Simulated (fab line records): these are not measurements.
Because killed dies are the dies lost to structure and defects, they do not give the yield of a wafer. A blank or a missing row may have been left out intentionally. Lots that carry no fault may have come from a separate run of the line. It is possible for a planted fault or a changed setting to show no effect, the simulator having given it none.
Which tool was responsible?    flow sky130    at 1 step of a route of 708, 7 lots with 21 wafers sampled

## WHAT THE GAUGES SHOWED, per wafer
SKY_CONTACT_CD_MEAS_14: the cd target is 170 nm.
lot   measured      on         cd nm (nm)
L504  day 32 04:07  cd sem-02  168.4 170.2 169.0
L507  day 33 11:43  cd sem-02  171.8 171.6 171.7
L510  day 34 05:40  cd sem-02  168.2 168.5 168.5
L520  day 37 02:20  cd sem-01  172.3 172.1 173.2
L522  day 37 19:01  cd sem-01  168.9 168.1 170.5
L524  day 38 11:37  cd sem-01  171.0 170.0 169.9
L526  day 38 20:31  cd sem-01  170.8 172.3 172.0

## TOOL THAT RAN EACH LOT (tool first, then ch and the chambers of the sampled wafers, then the start)
Before these readings, the record contains no process step.

## THE ANSWER, worked out from the rows above alone
Rule: the usual values come from the lots themselves. The widest of any qualifying gaps counts: lots, ordered by their means at a reading, are off when they make up no more than a third of the lots, leave a main group of 4 or more, and stand apart from it by 3 or more times the standard deviation of that group's means. Not used: any main group whose means are identical at the precision the tables above print for the reading. A lot without any number at a reading at which 4 lots or more have one is off too. All remaining lots with rows at the step are treated as sound.
No lot is off at any reading shown: from this, nothing can be told.

## WHAT THE SIMULATOR HAD PUT IN
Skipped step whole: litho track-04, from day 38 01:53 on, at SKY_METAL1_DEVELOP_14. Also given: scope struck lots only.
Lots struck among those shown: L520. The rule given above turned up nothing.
